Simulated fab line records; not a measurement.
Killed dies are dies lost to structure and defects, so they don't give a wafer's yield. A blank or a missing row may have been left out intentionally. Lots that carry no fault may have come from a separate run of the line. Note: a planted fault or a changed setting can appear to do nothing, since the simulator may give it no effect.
Which tool did it? ; flow sky130 ; 11 lots, 33 wafers sampled, at 1 step of a route of 708

## WHAT EACH GAUGE READ, for each wafer
SKY_VIA1_THK_MEAS_23: measures by xrf.
lot;measured;on;VIA1_W_THK (nm)
L302;day 33 17:41;film metro-01;266 266 266
L306;day 35 09:55;film metro-01;271 265 269
L308;day 36 05:20;film metro-01;268 264 265
L307;day 36 07:30;film metro-02;263 261 259
L309;day 36 13:49;film metro-01;261 265 263
L310;day 36 15:37;film metro-01;271 268 265
L317;day 38 18:37;film metro-01;269 266 266
L318;day 39 04:16;film metro-01;271 269 267
L319;day 39 06:44;film metro-04;263 265 261
L322;day 40 04:30;film metro-02;259 263 259
L324;day 40 10:09;film metro-02;265 260 264

## WHAT TOOL EACH LOT RAN ON (gives the tool, then ch and the chambers of the sampled wafers, and finally the start)
Record: no process step prior to these readings.

## THE ANSWER, worked out from the rows above alone
Rule: what is usual is taken from the lots themselves. Put in order of their means at a reading, lots are off if they are a third of the lots or fewer, leave a main group of 4 or more, and stand apart from it by a gap of 3 or more times the standard deviation of the main group's means; of several such gaps the widest counts. The tables above print the reading to a certain number of digits; a main group whose means all agree to those digits is not used. Also off: a lot with no number at a reading for which 4 or more lots have one. All remaining lots with rows at the step are treated as sound.
No lot is off on any of the readings shown, so nothing can be concluded from this.

## WHAT THE SIMULATOR HAD PUT IN
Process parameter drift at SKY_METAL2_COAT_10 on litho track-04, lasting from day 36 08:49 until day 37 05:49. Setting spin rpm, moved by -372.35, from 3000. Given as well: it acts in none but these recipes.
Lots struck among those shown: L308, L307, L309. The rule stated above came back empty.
